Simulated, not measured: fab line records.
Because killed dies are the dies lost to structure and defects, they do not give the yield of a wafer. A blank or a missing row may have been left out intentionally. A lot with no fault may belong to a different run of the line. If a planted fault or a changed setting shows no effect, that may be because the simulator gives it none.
Which of the tools did it? ; flow sky130 ; 27 wafers from 9 lots sampled at 4 of the route's 708 steps

== WHAT EACH GAUGE READ, for each wafer ==
SKY_VIA3_RS_MEAS_22: the measuring method here is four-point-probe.
lot;measured;on;VIA3_W_RS (ohm/sq)
L716;day 40 12:55;filmMetro-03;0.292 0.296 0.292
L718;day 41 10:11;filmMetro-04;0.295 0.301 0.295
L723;day 43 09:27;filmMetro-04;0.298 0.303 0.304
L724;day 43 14:13;filmMetro-02;0.227 0.225 0.226
L726;day 43 20:19;filmMetro-03;0.225 0.223 0.221
L729;day 44 07:08;filmMetro-02;0.291 0.298 0.291
L730;day 44 19:48;filmMetro-04;0.284 0.290 0.288
L732;day 45 03:25;filmMetro-03;0.288 0.289 0.290
L736;day 46 03:48;filmMetro-04;0.291 0.292 0.289

== EACH LOT AND THE TOOL THAT RAN IT (in order: tool; ch and the chambers of the sampled wafers; start) ==
lot;SKY_METAL3_ETCH_16;SKY_METAL3_ETCH_17;SKY_VIA3_CVD_21
L716;rieMetal-03 ch 0,1, day 39 09:16;rieDiel-01 ch 0,2,3, day 39 09:22;cvdW-01 ch 0,1, day 40 12:48
L718;rieMetal-04 ch 0, day 40 08:27;rieDiel-04 ch 0,1,3, day 40 08:33;cvdW-01 ch 0,1, day 41 10:02
L723;rieMetal-03 ch 0,1, day 42 06:37;rieDiel-04 ch 1,2,3, day 42 06:43;cvdW-01 ch 0,1, day 43 09:20
L724;rieMetal-02 ch 0, day 42 12:20;rieDiel-01 ch 0,1, day 42 12:26;cvdW-01 ch 0,1, day 43 14:06
L726;rieMetal-03 ch 0,1, day 42 17:55;rieDiel-04 ch 0,2, day 42 17:59;cvdW-01 ch 0,1, day 43 20:11
L729;rieMetal-04 ch 0,1, day 43 07:32;rieDiel-01 ch 0,3, day 43 07:38;cvdW-02 ch 0,1, day 44 07:01
L730;rieMetal-03 ch 0,1, day 43 16:17;rieDiel-04 ch 0,2,3, day 43 16:23;cvdW-02 ch 0,1, day 44 19:41
L732;rieMetal-03 ch 0,1, day 44 02:50;rieDiel-04 ch 2,3, day 44 02:56;cvdW-02 ch 0,1, day 45 03:18
L736;rieMetal-04 ch 0, day 45 03:23;rieDiel-02 ch 0,2, day 45 03:29;cvdW-02 ch 0,1, day 46 03:40
- SKY_METAL3_ETCH_16: etches BARC in N2/H2, stops on SiO2, time 88.2 s, target depth 60 nm.
- SKY_METAL3_ETCH_17: etches SiO2 in C4F8/O2/Ar, stops on TiN, time 3.9 s, target depth 15 nm.
- SKY_VIA3_CVD_21: deposits W, target thk 390 nm, time 117.31 s.

== THE ANSWER, worked out from the rows above alone ==
Rule: the usual values come from the lots themselves. Put in order of their means at a reading, lots are off if they are a third of the lots or fewer, leave a main group of 4 or more, and stand apart from it by a gap of 3 or more times the standard deviation of the main group's means; of several such gaps the widest counts. A main group whose means are all the same, to the digits that the tables above print for the reading, isn't used. A lot without any number at a reading at which 4 lots or more have one is off too. Where the step has rows for the other lots, those lots are counted as sound.
Off: L724, L726, at SKY_VIA3_RS_MEAS_22 (VIA3_W_RS). The main group has a mean of 0.293 ohm/sq with a standard deviation of 0.0045.
A tool fits if, at a process step before that reading, it ran every lot that is off, and no sound lot after the first of them. Those tools and the gauges at SKY_VIA3_RS_MEAS_22 are tried in the same way. One fits: SKY_VIA3_CVD_21 on cvdW-01. A fault onset in the window from L723 (day 43 09:20, its last sound lot) to L724 (day 43 14:06, its first lot off) fits.

== WHAT THE SIMULATOR PUT IN ==
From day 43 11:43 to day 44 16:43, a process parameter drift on cvdW-01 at SKY_VIA3_CVD_21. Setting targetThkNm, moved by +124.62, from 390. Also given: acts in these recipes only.
Lots struck among those shown: L724, L726. The same result came from the rule above.
